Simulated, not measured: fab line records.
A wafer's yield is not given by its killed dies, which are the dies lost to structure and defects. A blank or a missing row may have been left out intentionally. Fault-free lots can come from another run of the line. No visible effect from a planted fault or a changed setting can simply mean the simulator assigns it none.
8D (eight disciplines) problem report, filled in by code    flow gf180mcu    the parts of the form that need people (team, actions taken, sign-off) are left out

== 1. THE PROBLEM ==
Across 2 wafers from 2 lots, PASSIVATION_CVD_00_THK at GF_PASSIVATION_THK_MEAS_01 averages 1393 nm, while fault-free wafers read 996 nm with a standard deviation of 12. That puts it +33 standard deviations away from the usual mean.
The first sign was on wafer L624.3 at day 29 07:35, on filmMetro-02. The record has a number at this step for 30 wafers belonging to 10 lots. By rule, "out" or "out of limits" means more than 4 standard deviations away from the usual mean. The other wafers with a number count as sound.

== 2. WHAT IT IS; WHAT IT IS NOT ==
question                     is                          is not
which readings at this step  PASSIVATION_CVD_00_THK      -
which lots                   L624, L625                  L622, L626, L632, L635, L637, L640, L641, L643
which wafers of those lots   L624.3, L625.3              L624.1, L624.2, L625.2, L625.5
read on which gauges         filmMetro-01, filmMetro-02  filmMetro-04
when                         from day 29 07:35           up to then (5 sound wafers); but 23 sound wafers of L625, L626, L632, L635, L637, L640, L641, L643 came after

== 3. WHAT RULES OUT EACH SUSPECT ==
Counting: if a tool at a process step up to the reading ran every lot that is out, it stays a suspect. Sound lots after the first of them don't rule it out here, since some wafers of a struck lot are sound.
- the gauge at GF_PASSIVATION_THK_MEAS_01 is ruled out. Those wafers that are out were read across 2 gauges (filmMetro-01, filmMetro-02).
- pecvd-02 at GF_PASSIVATION_CVD_00 (deposits SiO2 from TEOS, target thk 1000 nm, time 111.95 s): kept. It processed each lot that is out (first: L624, day 29 07:30); up to then, its last sound lot is L622 (day 28 16:13).
The count leaves pecvd-02 at GF_PASSIVATION_CVD_00.

== 4. THE CAUSE (what the simulator had put in) ==
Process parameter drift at GF_PASSIVATION_CVD_00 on pecvd-02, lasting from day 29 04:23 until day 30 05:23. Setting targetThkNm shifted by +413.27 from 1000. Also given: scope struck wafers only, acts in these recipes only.
After counting, this tool was the only one left.

== 5. SEQUENCE OF EFFECTS, ordered by route ==
Each row: a reading where the mean over the struck wafers with a number is more than 3 standard deviations away from the usual. Readings are gone through only where the record gives a usual standard deviation; hours: the median, over the lots, of the time from a lot's start at the first step in this table giving one to that lot's start at this step; sigmas: the change measured in usual standard deviations.
hours  step                        reading                 usual       on struck wafers  change  sigmas
0      GF_PASSIVATION_THK_MEAS_01  PASSIVATION_CVD_00_THK  996 nm      1393              +397    +33
19     GF_PASSIVATION_ETCH_11      oesProductAu            0.964 a.u.  0.998             +0.034  +4.9
Its process steps:
- GF_PASSIVATION_ETCH_11: etches the open film in CF4/O2, stops on TiN, target depth 1800 nm, time 400 s.

== 6. HOW IT WOULD HAVE BEEN CAUGHT EARLIER ==
Counted from the fault's start at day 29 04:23, it took 3 hours until the first out-of-limits reading at a measuring or inspecting step in this record, taken at day 29 07:35.
Tool readings at GF_PASSIVATION_CVD_00 with a usual standard deviation given in the record: none out on any struck wafer, hence no alarm at a limit of 4 standard deviations on them.
Lots out: 2; of these, L625 started GF_PASSIVATION_CVD_00 on pecvd-02 after day 29 07:35. Putting the tool on hold at that point would have spared it.
